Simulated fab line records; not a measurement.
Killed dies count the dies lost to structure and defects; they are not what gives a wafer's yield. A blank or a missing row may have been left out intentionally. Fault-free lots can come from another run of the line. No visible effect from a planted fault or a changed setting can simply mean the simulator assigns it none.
What tool caused it? :: flow sky130 :: Sampling: 13 lots, 39 wafers, 3 of 708 route steps

== WHAT THE GAUGES READ, wafer by wafer ==
SKY_METAL1_CD_MEAS_15: target cd 140 nm. Usual: cd nm 140.1 nm, standard deviation 1.3.
lot: L810
measured: day 33 02:44
on: cd sem-02
cd nm (nm): 140.2 141.7 139.2
flag: 

lot: L811
measured: day 33 04:29
on: cd sem-01
cd nm (nm): 139.9 138.6 139.9
flag: 

lot: L812
measured: day 33 17:27
on: cd sem-02
cd nm (nm): 141.3 140.4 141.2
flag: 

lot: L814
measured: day 35 03:20
on: cd sem-02
cd nm (nm): 142.8 141.2 141.8
flag: 

lot: L815
measured: day 35 05:32
on: cd sem-02
cd nm (nm): 138.8 139.9 138.8
flag: 

lot: L813
measured: day 35 06:37
on: cd sem-01
cd nm (nm): 141.9 141.4 141.8
flag: 

lot: L816
measured: day 35 10:25
on: cd sem-02
cd nm (nm): 140.7 139.7 142.6
flag: 

lot: L817
measured: day 35 14:59
on: cd sem-01
cd nm (nm): 141.2 139.8 139.2
flag: 

lot: L818
measured: day 35 23:29
on: cd sem-01
cd nm (nm): 139.6 141.6 139.6
flag: 

lot: L819
measured: day 36 04:08
on: cd sem-01
cd nm (nm): 140.7 141.1 139.9
flag: 

lot: L825
measured: day 38 01:48
on: cd sem-02
cd nm (nm): 136.5 136.8 136.9
flag: 

lot: L827
measured: day 38 21:22
on: cd sem-02
cd nm (nm): 139.8 139.2 140.1
flag: 

lot: L828
measured: day 39 00:17
on: cd sem-01
cd nm (nm): 139.1 139.9 140.6
flag: 

== TOOL THAT RAN EACH LOT (tool first, then ch and the chambers of the sampled wafers, then the start) ==
lot: L810
SKY_LI_CONTACT_CMP_24: cmp-02 ch 0,2,3, day 29 12:13
SKY_CONTACT_SPUTTER_23: pvd sputter-04, day 31 22:47

lot: L811
SKY_LI_CONTACT_CMP_24: cmp-02 ch 1,2, day 29 14:04
SKY_CONTACT_SPUTTER_23: pvd sputter-03, day 32 00:38

lot: L812
SKY_LI_CONTACT_CMP_24: cmp-02 ch 1,2,3, day 30 03:23
SKY_CONTACT_SPUTTER_23: pvd sputter-01, day 32 13:04

lot: L814
SKY_LI_CONTACT_CMP_24: cmp-01 ch 0,1,2, day 31 14:52
SKY_CONTACT_SPUTTER_23: pvd sputter-03, day 33 23:07

lot: L815
SKY_LI_CONTACT_CMP_24: cmp-02 ch 0,1,3, day 31 17:55
SKY_CONTACT_SPUTTER_23: pvd sputter-04, day 34 01:31

lot: L813
SKY_LI_CONTACT_CMP_24: cmp-01 ch 0,1,3, day 31 18:40
SKY_CONTACT_SPUTTER_23: pvd sputter-01, day 34 02:36

lot: L816
SKY_LI_CONTACT_CMP_24: cmp-01 ch 1,2, day 31 21:34
SKY_CONTACT_SPUTTER_23: pvd sputter-04, day 34 06:17

lot: L817
SKY_LI_CONTACT_CMP_24: cmp-01 ch 1,2,3, day 32 02:34
SKY_CONTACT_SPUTTER_23: pvd sputter-01, day 34 11:04

lot: L818
SKY_LI_CONTACT_CMP_24: cmp-01 ch 0,3, day 32 09:28
SKY_CONTACT_SPUTTER_23: pvd sputter-03, day 34 19:02

lot: L819
SKY_LI_CONTACT_CMP_24: cmp-02 ch 0,1,2, day 32 14:46
SKY_CONTACT_SPUTTER_23: pvd sputter-04, day 34 23:59

lot: L825
SKY_LI_CONTACT_CMP_24: cmp-02 ch 1,2, day 34 14:25
SKY_CONTACT_SPUTTER_23: pvd sputter-04, day 36 22:59

lot: L827
SKY_LI_CONTACT_CMP_24: cmp-01 ch 1,2,3, day 35 09:46
SKY_CONTACT_SPUTTER_23: pvd sputter-01, day 37 18:01

lot: L828
SKY_LI_CONTACT_CMP_24: cmp-01 ch 0,1,2, day 35 13:34
SKY_CONTACT_SPUTTER_23: pvd sputter-03, day 37 21:04
- SKY_LI_CONTACT_CMP_24: polishes, stops on PSG, t overpolish 20 s, target thk 0 nm.
- SKY_CONTACT_SPUTTER_23: material TiN, target thk 20 nm, time 80 s.

== WHAT THE TOOLS THEMSELVES READ (means of the sampled wafers that have a number; where no wafer has one, the mark that the record gives instead) ==
SKY_LI_CONTACT_CMP_24. Usual: motor current A 11.2 A, standard deviation 1.1; overpolish run s 19.999 s, standard deviation 0.0088; time to endpoint s 97 s, standard deviation 3.1.
lot: L810
tool: cmp-02
motor current A (A): 12.2
overpolish run s (s): 20.004
time to endpoint s (s): 97
flag: 

lot: L811
tool: cmp-02
motor current A (A): 10.5
overpolish run s (s): 19.988
time to endpoint s (s): 96
flag: 

lot: L812
tool: cmp-02
motor current A (A): 11.0
overpolish run s (s): 20.000
time to endpoint s (s): 97
flag: 

lot: L814
tool: cmp-01
motor current A (A): 10.8
overpolish run s (s): 20.005
time to endpoint s (s): 101
flag: 

lot: L815
tool: cmp-02
motor current A (A): 11.4
overpolish run s (s): 19.996
time to endpoint s (s): 94
flag: 

lot: L813
tool: cmp-01
motor current A (A): 11.6
overpolish run s (s): 20.008
time to endpoint s (s): 102
flag: 

lot: L816
tool: cmp-01
motor current A (A): 10.8
overpolish run s (s): 19.991
time to endpoint s (s): 99
flag: 

lot: L817
tool: cmp-01
motor current A (A): 11.2
overpolish run s (s): 20.001
time to endpoint s (s): 100
flag: 

lot: L818
tool: cmp-01
motor current A (A): 12.2
overpolish run s (s): 19.999
time to endpoint s (s): 97
flag: 

lot: L819
tool: cmp-02
motor current A (A): 11.3
overpolish run s (s): 19.998
time to endpoint s (s): 96
flag: 

lot: L825
tool: cmp-02
motor current A (A): 10.1
overpolish run s (s): 19.985
time to endpoint s (s): 96
flag: 

lot: L827
tool: cmp-01
motor current A (A): 11.5
overpolish run s (s): 19.996
time to endpoint s (s): 94
flag: 

lot: L828
tool: cmp-01
motor current A (A): 10.6
overpolish run s (s): 19.988
time to endpoint s (s): 97
flag: 

SKY_CONTACT_SPUTTER_23. Usual: throttle valve pct 30.2 %, standard deviation 1.4.
lot: L810
tool: pvd sputter-04
throttle valve pct (%): 29.8
flag: 

lot: L811
tool: pvd sputter-03
throttle valve pct (%): 30.8
flag: 

lot: L812
tool: pvd sputter-01
throttle valve pct (%): 29.9
flag: 

lot: L814
tool: pvd sputter-03
throttle valve pct (%): 30.1
flag: 

lot: L815
tool: pvd sputter-04
throttle valve pct (%): 31.3
flag: 

lot: L813
tool: pvd sputter-01
throttle valve pct (%): 29.5
flag: 

lot: L816
tool: pvd sputter-04
throttle valve pct (%): 29.9
flag: 

lot: L817
tool: pvd sputter-01
throttle valve pct (%): 29.5
flag: 

lot: L818
tool: pvd sputter-03
throttle valve pct (%): 30.2
flag: 

lot: L819
tool: pvd sputter-04
throttle valve pct (%): 30.4
flag: 

lot: L825
tool: pvd sputter-04
throttle valve pct (%): 30.7
flag: 

lot: L827
tool: pvd sputter-01
throttle valve pct (%): 29.8
flag: 

lot: L828
tool: pvd sputter-03
throttle valve pct (%): 29.6
flag: 

== THE ANSWER, worked out from the rows above alone ==
Rule: lot off if the mean of its wafers having a number is beyond 3 standard deviations from the usual mean. Also off: a lot with no number at a reading for which 4 or more lots have one. The other lots that the step has rows for count as sound. First the gauges in route order, then the tools' own readings, where a lot's mean is used as printed above. At the first step where some lot is off, the reading lying furthest off is the one used; lots without a number count as furthest.
No lot is off at any reading shown: from this, nothing can be told.

== WHAT THE SIMULATOR PUT IN ==
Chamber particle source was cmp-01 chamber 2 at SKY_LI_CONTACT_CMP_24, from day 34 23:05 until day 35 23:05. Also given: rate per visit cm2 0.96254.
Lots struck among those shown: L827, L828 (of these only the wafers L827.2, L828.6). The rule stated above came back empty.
